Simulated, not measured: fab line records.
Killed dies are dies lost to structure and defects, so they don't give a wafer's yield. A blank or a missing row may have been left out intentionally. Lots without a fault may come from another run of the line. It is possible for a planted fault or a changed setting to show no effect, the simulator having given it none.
The tool behind it: which one? ; flow gf180mcu ; 42 wafers from 14 lots sampled at 3 of the route's 602 steps

WHAT THE GAUGES SHOWED, per wafer
GF_STI_BOW_MEAS_00.
lot;measured;on;INCOMING_BOW (um)
L843;day 1 10:01;film metro-01;-2 9 -2
L844;day 1 15:09;film metro-01;-19 2 -7
L845;day 1 20:00;film metro-01;-1 -4 -1
L846;day 2 01:01;film metro-04;-5 -3 4
L847;day 2 06:00;film metro-01;4 10 -11
L849;day 2 16:00;film metro-02;-5 -12 -4
L851;day 3 02:00;film metro-01;0 3 10
L852;day 3 07:00;film metro-04;0 -2 -2
L855;day 3 22:00;film metro-01;-9 -2 1
L856;day 4 03:04;film metro-02;2 -8 6
L858;day 4 13:00;film metro-01;0 -1 -2
L862;day 5 09:00;film metro-01;2 -2 3
L865;day 6 00:01;film metro-01;-1 -6 10
L866;day 6 05:02;film metro-04;0 -6 2

GF_POLY_GATE_THK_MEAS_17.
lot;measured;on;POLY_GATE_OXIDATION_THK (nm)
L843;day 9 10:49;film metro-03;3.85 3.99 4.03
L844;day 10 00:27;film metro-03;4.04 3.94 4.00
L845;day 10 03:05;film metro-01;3.93 3.97 3.94
L846;day 10 08:29;film metro-04;3.94 3.96 4.03
L847;day 10 13:55;film metro-04;4.01 4.04 4.13
L849;day 11 09:50;film metro-04;4.04 3.95 3.93
L851;day 11 20:56;film metro-01;3.90 3.96 3.87
L852;day 12 01:35;film metro-04;3.97 3.94 3.93
L858;day 13 16:01;film metro-03;4.02 3.96 3.98
L862;day 14 21:24;film metro-04;3.87 3.93 3.84
L865;day 15 18:11;film metro-04;4.02 3.97 4.02
L866;day 15 23:14;film metro-03;4.02 4.03 3.94

TOOL THAT RAN EACH LOT (tool first, then ch and the chambers of the sampled wafers, then the start)
lot;GF_VT_IMPLANT_DEVELOP_39
L843;litho track-04 ch 0, day 7 17:17
L844;litho track-02 ch 0, day 8 05:34
L845;litho track-03 ch 0, day 8 06:58
L846;litho track-02 ch 0, day 8 14:52
L847;litho track-03 ch 0, day 8 19:16
L849;litho track-03 ch 0, day 9 12:28
L851;litho track-04 ch 0, day 9 20:55
L852;litho track-04 ch 0, day 10 04:28
L855;litho track-04, day 10 20:34
L856;litho track-03, day 11 03:53
L858;litho track-04 ch 0, day 11 16:28
L862;litho track-03 ch 0, day 12 19:22
L865;litho track-03 ch 0, day 13 15:41
L866;litho track-02 ch 0, day 13 21:29
- GF_VT_IMPLANT_DEVELOP_39: develop time 60 s.

WHAT THE TOOLS THEMSELVES READ (means of the sampled wafers that have a number; where no wafer has one, the mark that the record gives instead)
GF_VT_IMPLANT_DEVELOP_39.
lot;tool;chill plate temp C (C)
L843;litho track-04;23.23
L844;litho track-02;22.93
L845;litho track-03;22.95
L846;litho track-02;23.19
L847;litho track-03;23.05
L849;litho track-03;23.09
L851;litho track-04;23.00
L852;litho track-04;22.97
L855;litho track-04;-
L856;litho track-03;-
L858;litho track-04;23.07
L862;litho track-03;22.94
L865;litho track-03;22.94
L866;litho track-02;23.03

THE ANSWER, worked out from the rows above alone
Rule: what is usual is taken from the lots themselves. The widest of any qualifying gaps counts: lots, ordered by their means at a reading, are off when they make up no more than a third of the lots, leave a main group of 4 or more, and stand apart from it by 3 or more times the standard deviation of that group's means. A main group is skipped when, at the precision printed for the reading in the tables above, its means are all equal. Also off: a lot with no number at a reading for which 4 or more lots have one. Where the step has rows for the other lots, those lots are counted as sound. First the gauges in route order, then the tools' own readings, where a lot's mean is used as printed above. At the first step where some lot is off, the reading lying furthest off is the one used; lots without a number count as furthest.
Off: L855, L856, at GF_VT_IMPLANT_DEVELOP_39 (chill plate temp C). Without a number there: L855, L856. The main group has a mean of 23.03 C with a standard deviation of 0.095.
If a tool, at that step or one of the process steps before it, ran each lot that is off and ran no sound lot following the first of them, it fits. None of those tried fits.

WHAT THE SIMULATOR HAD INSERTED
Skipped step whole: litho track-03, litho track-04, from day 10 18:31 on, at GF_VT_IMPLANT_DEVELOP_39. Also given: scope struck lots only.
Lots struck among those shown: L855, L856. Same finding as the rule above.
